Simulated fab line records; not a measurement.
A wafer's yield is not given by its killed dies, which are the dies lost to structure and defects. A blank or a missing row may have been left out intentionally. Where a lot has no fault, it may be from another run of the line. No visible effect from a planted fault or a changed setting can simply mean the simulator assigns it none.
What tool caused it? -- flow sky130 -- 39 wafers from 13 lots sampled at 4 of the route's 708 steps

== WHAT EACH GAUGE READ, for each wafer ==
SKY_SONOS_ONO_THK_MEAS_01. Usual: for SONOS_ONO_OXIDATION_THK the level is 2.58 nm and the standard deviation is 0.054.
lot,measured,on,SONOS_ONO_OXIDATION_THK (nm),flag
L422,day 12 17:33,filmMetro-01,2.55 2.54 2.56,
L424,day 13 08:46,filmMetro-03,2.58 2.57 2.53,
L425,day 13 23:55,filmMetro-03,2.67 2.65 2.67,
L427,day 14 12:38,filmMetro-01,2.51 2.57 2.60,
L429,day 14 23:58,filmMetro-01,2.59 2.48 2.49,
L430,day 15 06:01,filmMetro-02,2.52 2.61 2.51,
L432,day 15 22:46,filmMetro-01,2.54 2.59 2.65,
L433,day 16 02:01,filmMetro-02,2.56 2.49 2.58,
L434,day 16 07:59,filmMetro-01,2.61 2.57 2.64,
L435,day 16 11:04,filmMetro-02,2.53 2.49 2.57,
L438,day 17 09:37,filmMetro-03,2.57 2.57 2.57,
L439,day 17 15:09,filmMetro-03,2.60 2.62 2.60,
L441,day 18 04:55,filmMetro-01,2.60 2.64 2.54,

SKY_SONOS_ONO_CD_MEAS_13: the cd target is 410 nm. Usual: cdNm 408.9 nm, standard deviation 2.8.
lot,measured,on,cdNm (nm),flag
L422,day 13 19:44,cdSem-01,410.6 409.2 410.0,
L424,day 14 11:38,cdSem-01,409.4 412.3 411.2,
L425,day 15 04:35,cdSem-02,411.6 410.3 411.5,
L427,day 15 19:29,cdSem-02,409.2 410.4 407.5,
L429,day 16 03:59,cdSem-02,410.4 409.9 409.4,
L430,day 16 12:20,cdSem-01,407.5 405.7 406.2,
L432,day 17 03:44,cdSem-02,404.3 403.3 403.1,
L433,day 17 10:12,cdSem-01,407.7 407.5 408.5,
L434,day 17 18:16,cdSem-02,410.1 410.1 409.1,
L435,day 17 18:20,cdSem-01,408.5 408.1 409.3,
L438,day 18 17:02,cdSem-01,405.7 405.5 403.7,
L439,day 19 00:34,cdSem-01,395.0 392.8 391.8 394.9 392.1 391.9,OFF
L441,day 19 15:01,cdSem-01,395.5 395.8 396.5 395.4 396.0 396.4,OFF

SKY_LDD_N_OVL_MEAS_07. Usual: for LDD_N_OVL the level is 0.8 nm and the standard deviation is 1.5.
lot,measured,on,LDD_N_OVL (nm),flag
L422,day 18 20:05,overlay-02,0.3 -0.9 -1.3,
L424,day 19 14:30,overlay-01,1.5 1.9 1.5,
L425,day 20 09:56,overlay-01,0.5 0.7 0.2,
L427,day 21 04:29,overlay-01,-1.4 -2.2 0.6,
L429,day 21 12:44,overlay-01,0.3 0.9 -0.4,
L430,day 21 20:17,overlay-02,1.4 0.5 0.7,
L432,day 22 11:24,overlay-02,0.2 -1.1 0.0,
L433,day 22 21:52,overlay-01,2.2 1.9 1.6,
L434,day 23 04:24,overlay-02,0.8 0.8 0.5,
L435,day 23 04:26,overlay-01,1.0 2.3 0.3,
L438,day 24 04:44,overlay-02,3.2 0.8 2.2,
L439,day 24 10:30,overlay-02,1.4 2.8 2.0,
L441,day 25 01:35,overlay-01,2.9 2.4 1.2,

== TOOL THAT RAN EACH LOT (tool first, then ch and the chambers of the sampled wafers, then the start) ==
lot,SKY_SONOS_ONO_DEVELOP_12
L422,"lithoTrack-04 ch 0, day 13 19:35"
L424,"lithoTrack-03 ch 0, day 14 11:29"
L425,"lithoTrack-04 ch 0, day 15 04:26"
L427,"lithoTrack-04 ch 0, day 15 19:20"
L429,"lithoTrack-03 ch 0, day 16 03:50"
L430,"lithoTrack-01 ch 0, day 16 12:11"
L432,"lithoTrack-04 ch 0, day 17 03:35"
L433,"lithoTrack-03 ch 0, day 17 10:04"
L434,"lithoTrack-04 ch 0, day 17 18:07"
L435,"lithoTrack-03 ch 0, day 17 18:11"
L438,"lithoTrack-03 ch 0, day 18 16:53"
L439,"lithoTrack-03 ch 0, day 19 00:25"
L441,"lithoTrack-03 ch 0, day 19 14:52"
- SKY_SONOS_ONO_DEVELOP_12: develop time 60 s.

== WHAT THE TOOLS THEMSELVES READ (means of the sampled wafers that have a number; where no wafer has one, the mark that the record gives instead) ==
The record holds no such reading with a usual standard deviation.

== THE ANSWER, worked out from the rows above alone ==
Rule: a lot is off if the mean of its wafers that have a number lies more than 3 standard deviations from the usual mean. A lot without any number at a reading at which 4 lots or more have one is off too. Any other lot the step has rows for is counted as sound. The gauges are gone through in route order, then the tools' own readings, and for those a lot's mean is taken as printed above. At the first step where some lot is off, the reading lying furthest off is the one used; lots without a number count as furthest.
Off, at SKY_SONOS_ONO_CD_MEAS_13 on cdNm: L439, L441.
If a tool, at a process step before that reading, ran all the lots that are off and no sound lot after the first of them, it fits. Gauges at SKY_SONOS_ONO_CD_MEAS_13: tried the same way as those tools. Can't be told from this: 2 tools fit, lithoTrack-03 at SKY_SONOS_ONO_DEVELOP_12, cdSem-01 at SKY_SONOS_ONO_CD_MEAS_13.

== WHAT THE SIMULATOR HAD PUT IN ==
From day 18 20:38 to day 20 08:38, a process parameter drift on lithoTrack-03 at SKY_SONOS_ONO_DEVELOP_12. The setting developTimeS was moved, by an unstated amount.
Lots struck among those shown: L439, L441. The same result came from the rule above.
